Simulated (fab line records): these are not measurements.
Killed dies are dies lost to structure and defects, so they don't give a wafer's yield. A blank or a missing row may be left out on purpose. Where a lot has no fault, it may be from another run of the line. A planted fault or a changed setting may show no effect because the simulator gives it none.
What tool caused it?    flow sky130    6 lots, 18 wafers sampled, at 1 step of a route of 708

## WHAT THE GAUGES SHOWED, per wafer
SKY_SONOS_TUNNEL_OVL_MEAS_08.
lot   measured      on          SONOS_TUNNEL_OVL (nm)
L732  day 11 16:16  overlay-01  0.3 1.3 -0.4
L736  day 12 22:51  overlay-02  -3.5 0.0 -2.0
L738  day 13 15:40  overlay-01  -0.8 -1.0 0.5
L743  day 15 01:39  overlay-02  0.8 1.7 1.1
L749  day 17 16:29  overlay-02  0.4 2.5 0.4
L752  day 19 01:38  overlay-01  0.7 0.3 1.7

## WHICH TOOL RAN EACH LOT (tool, then ch and the chambers of the sampled wafers, then the start)
Record: no process step prior to these readings.

## THE ANSWER, worked out from the rows above alone
Rule: what is usual is taken from the lots themselves. The widest of any qualifying gaps counts: lots, ordered by their means at a reading, are off when they make up no more than a third of the lots, leave a main group of 4 or more, and stand apart from it by 3 or more times the standard deviation of that group's means. A main group is skipped when, at the precision printed for the reading in the tables above, its means are all equal. A lot without any number at a reading at which 4 lots or more have one is off too. All remaining lots with rows at the step are treated as sound.
Across all readings shown, no lot is off: no conclusion can be drawn from this.

## WHAT WAS PUT IN BY THE SIMULATOR
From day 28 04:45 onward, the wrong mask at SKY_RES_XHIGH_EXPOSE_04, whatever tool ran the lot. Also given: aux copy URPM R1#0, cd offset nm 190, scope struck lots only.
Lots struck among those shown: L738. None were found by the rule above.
